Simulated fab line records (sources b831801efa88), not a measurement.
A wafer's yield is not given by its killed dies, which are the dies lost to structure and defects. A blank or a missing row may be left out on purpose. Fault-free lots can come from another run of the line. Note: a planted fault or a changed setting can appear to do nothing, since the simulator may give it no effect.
8D (eight disciplines) problem report, filled in by code ; flow gf180mcu ; the parts of the form that need people (team, actions taken, sign-off) are left out

## 1. WHAT IS WRONG
Mean of bias w at GF_HV_LDD_ETCHBACK_58: 67.79 W across 6 wafers in 2 lots; on wafers with no fault it is 80.00 W (standard deviation 0.22). Measured from the usual mean, that is -56 standard deviations.
The step: etches Si3N4 in CH3F/O2, stops on SiO2, time 100 s, target depth 90 nm.
Earliest sighting: wafer L993.1 on rie diel-01 at day 13 14:17. Wafers with a number at this step in the record: 42, from 14 lots. The rule behind "out" and "out of limits": a value lying over 4 standard deviations away from the usual mean. All remaining wafers that have a number are taken as sound.

## 2. WHAT IT IS; WHAT IT IS NOT
question;is;is not
which readings at this step;bias w;drypump motor current A, oes product au, rf fwd power W, throttle valve pct
which lots;L993, L994;L103, L105, L106, L107, L109, L110, L111, L112, L113, L990, L992, L996
which wafers of those lots;all that have a number;-
read on which tools;rie diel-01;rie diel-02, rie diel-04
when;from day 13 14:17;"up to then (6 sound wafers); but 30 sound wafers of L103, L105, L106, L107, L109, L110, L111, L112, L113, L996 came after"

## 3. SUSPECTS, AND WHAT RULES EACH OUT
Counting: a tool at any process step up to the reading remains a suspect when it ran all the lots that are out and ran no sound lot after the first of those.
- rie diel-01 at GF_HV_LDD_ETCHBACK_58 (etches Si3N4 in CH3F/O2, stops on SiO2, time 100 s, target depth 90 nm): ruled out as a lasting fault. After its first lot that is out, L993 (day 13 14:17), sound lots L106, L109, L112 ran on it.
Left after counting: nothing in the record.

## 4. THE CAUSE (what the simulator had put in)
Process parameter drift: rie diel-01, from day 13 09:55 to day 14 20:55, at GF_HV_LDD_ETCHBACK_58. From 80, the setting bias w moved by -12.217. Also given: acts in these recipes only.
Counting ruled it out, wrongly.

## 5. THE CHAIN OF EFFECTS, in route order
Each row: a reading where the mean over the struck wafers with a number is more than 3 standard deviations away from the usual. Only readings whose record carries a usual standard deviation are examined. hours: median over the lots of the time between each lot's start at the first step of this table that gives one and its start at this step. sigmas: the change, counted in usual standard deviations.
hours;step;reading;usual;on struck wafers;change;sigmas
0;GF_HV_LDD_ETCHBACK_58;bias w;80.00 W;67.79;-12.21;-56
Here are the process steps it includes:
- GF_HV_LDD_ETCHBACK_58: etches Si3N4 in CH3F/O2, stops on SiO2, time 100 s, target depth 90 nm.

## 6. HOW IT WOULD HAVE BEEN CAUGHT EARLIER
The fault began at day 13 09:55; the first out-of-limits reading in this record came at day 13 14:17, 4 hours later.
